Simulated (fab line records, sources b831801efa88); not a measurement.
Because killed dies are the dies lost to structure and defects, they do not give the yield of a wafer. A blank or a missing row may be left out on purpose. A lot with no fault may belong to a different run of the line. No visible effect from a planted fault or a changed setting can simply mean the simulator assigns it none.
Matching of chambers    flow gf180mcu    GF_V1_CMP_26 on cmp-01 has 4 sister chambers
The step polishes, stops on SiO2, t overpolish 15 s, target thk 0 nm. 4 wafers are shown with their chamber, then 12 later ones without.

== WAFERS PAIRED WITH THEIR CHAMBERS ==
wafer   chamber  motor_current_A (A)
L087.1  0        12.8
L088.6  3        9.0
L090.3  2        9.1
L090.6  1        11.9

== WAFERS WITH NO CHAMBER GIVEN ==
wafer   motor_current_A (A)
L091.1  8.7
L091.2  11.7
L091.6  9.1
L092.2  12.6
L092.4  11.9
L092.6  8.8
L095.1  12.0
L095.2  8.8
L095.3  11.5
L096.1  12.7
L096.3  8.6
L096.6  11.7

== WHICH CHAMBER EACH ONE RAN IN ==
wafer    from the rows above       in truth
L091.1   can't be placed: 3 or 2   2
L091.2   1                         1
L091.6   can't be placed: 2 or 3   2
L092.2   0                         0
L092.4   1                         1
L092.6   can't be placed: 3 or 2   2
L095.1   1                         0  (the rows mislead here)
L095.2   can't be placed: 3 or 2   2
L095.3   1                         1
L096.1   0                         0
L096.3   can't be placed: 3 or 2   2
L096.6   1                         1
Correct placement for 6 of the 12. Not placeable from these rows: 5 (in 5, the candidates include the true chamber). Placed wrongly: 1.
How it was worked out, from the rows above alone: a wafer's distance from a chamber is the root of the sum, over the readings, of the square of ((its reading less the chamber's mean) divided by the reading's scatter). The wafer belongs to the nearest chamber; if the next one is less than 2 further off, it can't be placed. A chamber's mean is the mean of its shown wafers. The scatter: root of mean squared gap, hidden wafer to nearest shown wafer, with one shown wafer a chamber.
